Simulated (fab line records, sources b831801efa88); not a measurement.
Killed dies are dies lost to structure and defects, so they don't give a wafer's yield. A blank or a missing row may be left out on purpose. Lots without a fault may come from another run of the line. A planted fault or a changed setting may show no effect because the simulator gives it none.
One fault seen from 2 desks | flow gf180mcu | each desk has only its own numbers; what lay behind them comes last

THE TOOL OWNER'S DESK: litho_track-03
The tool's own readings at GF_V2_DEVELOP_13 (develop time 60 s): means of the sampled wafers that have a number, for each lot that ran on this tool. A lot is out of limits, marked OUT, if its mean lies more than 4 standard deviations from the usual mean; the brackets give that distance.
Columns: A = chill_plate_temp_C at GF_V2_DEVELOP_13, usual 23.02 C
lot  | first seen here | A
L735 | day 24 08:05    | 23.02
This desk's finding: nothing out of limits on the one lot.

THE METROLOGY DESK
What the gauges read, lot by lot, whatever tool the lot ran on: means of the sampled wafers that have a number. A lot is out of limits, marked OUT, if its mean lies more than 4 standard deviations from the usual mean; the brackets give that distance.
Columns: A = V2_CVD_00_THK at GF_V2_THK_MEAS_01, usual 601 nm; B = V2_CVD_02_THK at GF_V2_THK_MEAS_03, usual 851 nm; C = V2_BOW at GF_V2_BOW_MEAS_05, usual 102 um; D = cd_nm at GF_V2_CD_MEAS_14, usual 260.3 nm
lot  | first seen here | A   | B   | C   | D
L727 | day 20 02:50    | 598 | 866 | 113 | 260.8
L735 | day 23 09:12    | 608 | 858 | 105 | 259.9
L741 | day 25 02:01    | 601 | 868 | 96  | -
L742 | day 25 11:29    | 594 | 844 | 90  | -
L743 | day 25 17:53    | 608 | 857 | 98  | 260.4
L748 | day 27 03:26    | 602 | 861 | 111 | 261.1
This desk's finding: nothing out of limits on any of the 6 lots.

PUT TOGETHER
The tool owner's desk saw nothing out of limits.
The metrology desk saw nothing out of limits.

WHAT THE SIMULATOR HAD PUT IN
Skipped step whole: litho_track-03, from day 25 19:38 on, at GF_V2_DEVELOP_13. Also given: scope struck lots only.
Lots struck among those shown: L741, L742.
